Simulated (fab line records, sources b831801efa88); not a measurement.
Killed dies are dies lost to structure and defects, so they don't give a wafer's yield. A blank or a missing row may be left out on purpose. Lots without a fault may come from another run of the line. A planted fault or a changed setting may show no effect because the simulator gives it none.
A struck lot beside a sound one | flow gf180mcu | 17 steps out of a route of 602
Sound: wafers L208.4, L208.5, L208.6. Struck: wafers L218.1, L218.2, L218.3. The cause comes at the end.
At each step with rows: each side's tool, then ch and its chambers, then its first start. Under that, the readings that differ: sound wafers | struck wafers | difference of the means | sigmas: that difference in standard deviations of wafers without a fault.
alike: readings whose means differ by less than 2 such deviations, and words and numbers that are the same on both sides. not compared: withheld readings, readings that some wafer has no value for, bounds like >300 that may hide the same value, and numbers for which the record gives no deviation and whose values overlap.
The two part at a step that has a row with sigmas, a row that says differs or no value, or rows on one side only. Numbers that don't overlap but have no deviation are shown without sigmas and don't part them. A reading that every wafer of one side lacks parts them only if that side has two wafers or more.

first, 6 steps without rows for these wafers: GF_M4_HMDS_08 (prime time 60 s); GF_M4_COAT_09 (resist thk 1000 nm); GF_M4_SOFTBAKE_10 (time 60 s); GF_M4_EXPOSE_11 (exposes mask Metal4, target cd 280 nm); GF_M4_PEB_12 (peb time 90 s); GF_M4_DEVELOP_13 (develop time 60 s).
GF_M4_CD_MEAS_14: target cd 280 nm.
  sound on cd_sem-01, day 23 15:06; struck on cd_sem-01, day 27 15:05
  alike: cd_nm
GF_M4_OVL_MEAS_15:
  sound on overlay-01, day 23 15:10; struck on overlay-01, day 27 15:13
  alike: M4_OVL
GF_M4_METAL_ETCH_16: etches the open film in Cl2/BCl3, stops on SiO2, target depth 627.5 nm, time 104.6 s.
  sound on rie_metal-04 ch 0,1, day 23 15:14; struck on rie_metal-03 ch 0,1, day 27 15:14
  alike: chamber_pressure_mTorr, drypump_motor_current_A, oes_product_au, throttle_valve_pct
  not compared: rf_hours_counter_h
GF_M4_STRIP_17: strips in O2/N2.
  sound on plasma_asher-03 ch 0,1, day 23 15:20; struck on plasma_asher-03 ch 0,1, day 27 15:21
  alike: chamber_pressure_mTorr, drypump_motor_current_A, heater_power_w, o2_flow_sccm, oes_product_au, strip_time_to_endpoint_s
  not compared: rf_hours_counter_h
then, 2 steps without rows for these wafers: GF_M4_STRIP_18 (strips in post etch residue remover, time 1200 s); GF_M4_CLEAN_19 (cleans in DIW).
GF_V4_CVD_00: deposits SiO2, target thk 600 nm, time 100 s.
  sound on hdpcvd-02 ch 0,1,2, day 23 15:52; struck on hdpcvd-01 ch 0,1,2, day 27 15:58
  no value came back on the struck wafers for pressure_mtorr (mTorr), run_length_s (s); on the sound wafers pressure_mtorr (mTorr) reads 5.980 5.990 6.002
GF_V4_CVD_02: deposits SiO2 from TEOS, target thk 850 nm, time 94.851 s.
  sound on pecvd-01 ch 0,1,2, day 23 16:00; struck on pecvd-04 ch 0,1,2, day 27 16:06
  alike: heater_power_outer_w, heater_power_w
GF_V4_CMP_04: polishes SiO2.
  sound on cmp-01 ch 0,1,3, day 23 16:16; struck on cmp-01 ch 0,2,3, day 27 16:17
  alike: edge_zone_pressure_frac, motor_current_A
GF_V4_BOW_MEAS_05:
  sound on film_metro-04, day 23 16:28; struck on film_metro-02, day 27 16:32
  reading     | sound       | struck      | difference | sigmas
  V4_BOW (um) | 136 134 132 | 100 105 104 | -31        | -4
then, 1 step without rows for these wafers: GF_V4_DEHYDRATE_06 (time 60 s).

WHERE THEY PART
First at GF_V4_CVD_00; last, within this record, at GF_V4_BOW_MEAS_05.

WHY: what the simulator had put in
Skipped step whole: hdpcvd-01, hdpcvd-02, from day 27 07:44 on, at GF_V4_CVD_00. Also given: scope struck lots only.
